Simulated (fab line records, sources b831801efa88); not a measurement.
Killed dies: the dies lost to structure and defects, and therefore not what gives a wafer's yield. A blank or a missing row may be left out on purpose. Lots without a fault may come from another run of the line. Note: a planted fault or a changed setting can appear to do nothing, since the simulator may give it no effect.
Comparing a struck lot with a sound one | flow sky130 | 22 steps out of a route of 708
Sound: wafers L851.1, L851.2, L851.3. Wafers L858.2, L858.4, L858.5 were the ones struck. Last of all comes the cause.
Order at every step that has rows: each side's tool, ch and its chambers, its first start. Under that, the readings that differ: sound wafers | struck wafers | difference of the means | sigmas: that difference in standard deviations of wafers without a fault.
alike: words and numbers the same on both sides, and readings whose means are apart by under 2 such deviations; not compared: readings that were withheld, readings missing a value for some wafer, numbers with overlapping values and no deviation given by the record, and bounds like >300 which may hide the same value.
The two part at a step that has a row with sigmas, a row that says differs or no value, or rows on one side only. Non-overlapping numbers with no deviation appear without sigmas and do not part them. A reading that every wafer of one side lacks parts them only if that side has two wafers or more.

first, 1 step without rows for these wafers: SKY_POLY_GATE_OXIDATION_20 (stabilise 600 s, purge 300 s, target thk 4 nm).
SKY_POLY_GATE_THK_MEAS_21:
  sound on filmMetro-02 at day 20 16:58; struck on filmMetro-03 at day 23 19:35
  alike: POLY_GATE_OXIDATION_THK
SKY_POLY_GATE_CD_MEAS_22:
  sound on cdSem-01 at day 20 17:02; struck on cdSem-01 at day 23 19:40
  alike: cdNm
then, 7 steps without rows for these wafers: SKY_LDD_N_DEHYDRATE_00 (time 60 s); SKY_LDD_N_HMDS_01 (prime time 60 s); SKY_LDD_N_COAT_02 (resist thk 300 nm); SKY_LDD_N_SOFTBAKE_03 (time 60 s); SKY_LDD_N_EXPOSE_04 (exposes mask NTM, target cd 840 nm); SKY_LDD_N_PEB_05; SKY_LDD_N_DEVELOP_06 (develop time 60 s).
SKY_LDD_N_OVL_MEAS_07:
  sound on overlay-01 at day 21 23:23; struck on overlay-02 at day 25 00:54
  alike: LDD_N_OVL
next, for these wafers, 1 step has no rows: SKY_LDD_N_IMPLANT_08.
SKY_LDD_N_IMPLANT_09:
  sound on implanter-04 ch 0, day 21 23:34; struck on implanter-04 ch 0, day 25 01:06
reading          | sound                         | struck                        | difference | sigmas
doseIonsCm2      | 7.507e+13 7.502e+13 7.493e+13 | 4.294e+13 4.299e+13 4.299e+13 | -3.203e+13 | -99 or more
faradayCurrentUA | 410 418 436                   | 243 237 241                   | -181       | -21
then, 6 steps without rows for these wafers: SKY_LDD_N_IMPLANT_10; SKY_LDD_N_IMPLANT_11; SKY_LDD_N_IMPLANT_12; SKY_LDD_N_IMPLANT_13; SKY_LDD_N_IMPLANT_14; SKY_LDD_N_IMPLANT_15.
SKY_LDD_N_STRIP_16: strips in O2/N2.
  sound on plasmaAsher-02 ch 0,1, day 22 00:37; struck on plasmaAsher-03 ch 0,1, day 25 02:08
reading                  | sound             | struck            | difference | sigmas
stripTimeToEndpointS (s) | 4.320 4.304 4.289 | 4.212 4.232 4.214 | -0.085     | -5
  alike: drypumpMotorCurrentA, oesProductAu
  not compared: rfHoursCounterH
SKY_LDD_N_TW_MEAS_17:
  sound on filmMetro-01 at day 22 00:43; struck on filmMetro-01 at day 25 02:14
reading  | sound          | struck         | difference | sigmas
LDD_N_TW | 2658 2639 2652 | 2574 2573 2572 | -77        | -2
-- a jump in the record: the struck wafers' starts before and after are 25 days apart (it breaks off in module LDD_N and resumes in module PAD_OPEN, where the first step shown is number 708 of the route) --
SKY_PAD_OPEN_PROBE_99:
  sound on prober-02 at day 48 08:19; struck on prober-01 at day 50 04:43
reading                  | sound             | struck            | difference | sigmas
model.etest.tipN.rsOhmSq | 433.9 439.8 433.9 | 471.3 471.2 472.9 | +35.9      | 
  alike: killed_at_M0_to_M3, killed_at_M4_up, killedAtContacts, killedAtFrontEnd, killedAtOther, killedDies, killedOpen, killedShort

## WHERE THEY PART
At SKY_LDD_N_IMPLANT_09 first; at SKY_LDD_N_TW_MEAS_17 last (within this record only). Later steps at which nothing parts them and some readings are alike: SKY_PAD_OPEN_PROBE_99.

WHY: whatever the simulator had introduced
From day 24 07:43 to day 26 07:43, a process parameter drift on implanter-04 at SKY_LDD_N_IMPLANT_09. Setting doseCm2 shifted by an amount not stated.
